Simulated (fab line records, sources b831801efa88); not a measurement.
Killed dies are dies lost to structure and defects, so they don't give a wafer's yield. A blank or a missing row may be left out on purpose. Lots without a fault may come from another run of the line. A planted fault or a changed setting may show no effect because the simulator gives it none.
Which tool did it? | flow gf180mcu | 7 lots, 21 wafers sampled, at 3 steps of a route of 602

WHAT THE GAUGES READ, wafer by wafer
GF_SALICIDE_THK_MEAS_05: measures by xrf.
lot  | measured     | on            | SALICIDE_TIN_THK (nm)
L356 | day 15 06:16 | film_metro-02 | 19.44 19.47 19.53
L358 | day 16 10:55 | film_metro-03 | 19.76 19.62 19.83
L362 | day 18 02:16 | film_metro-03 | 20.12 20.02 19.77
L364 | day 18 07:29 | film_metro-04 | 19.85 19.36 19.39
L367 | day 19 13:58 | film_metro-04 | 19.62 19.40 19.45
L369 | day 20 04:48 | film_metro-04 | 20.28 19.93 19.92
L376 | day 22 18:41 | film_metro-03 | 20.29 20.05 20.42

WHICH TOOL RAN EACH LOT (tool, then ch and the chambers of the sampled wafers, then the start)
lot  | GF_SALICIDE_SPUTTER_02       | GF_SALICIDE_SPUTTER_03
L356 | pvd_sputter-03, day 15 06:05 | pvd_sputter-03, day 15 06:07
L358 | pvd_sputter-02, day 16 10:44 | pvd_sputter-02, day 16 10:46
L362 | pvd_sputter-01, day 18 02:05 | pvd_sputter-01, day 18 02:07
L364 | pvd_sputter-02, day 18 07:19 | pvd_sputter-02, day 18 07:20
L367 | pvd_sputter-03, day 19 13:47 | pvd_sputter-03, day 19 13:49
L369 | pvd_sputter-02, day 20 04:38 | pvd_sputter-02, day 20 04:40
L376 | pvd_sputter-01, day 22 18:31 | pvd_sputter-01, day 22 18:32
- GF_SALICIDE_SPUTTER_02: material Co, target thk 10 nm, time 20 s.
- GF_SALICIDE_SPUTTER_03: material TiN, target thk 20 nm, time 16.7 s.

THE ANSWER, worked out from the rows above alone
Rule: what is usual is taken from the lots themselves. Put in order of their means at a reading, lots are off if they are a third of the lots or fewer, leave a main group of 4 or more, and stand apart from it by a gap of 3 or more times the standard deviation of the main group's means; of several such gaps the widest counts. A main group whose means are all the same, to the digits that the tables above print for the reading, isn't used. A lot without any number at a reading at which 4 lots or more have one is off too. The other lots that the step has rows for count as sound.
No lot is off at any reading shown: from this, nothing can be told.

WHAT THE SIMULATOR HAD PUT IN
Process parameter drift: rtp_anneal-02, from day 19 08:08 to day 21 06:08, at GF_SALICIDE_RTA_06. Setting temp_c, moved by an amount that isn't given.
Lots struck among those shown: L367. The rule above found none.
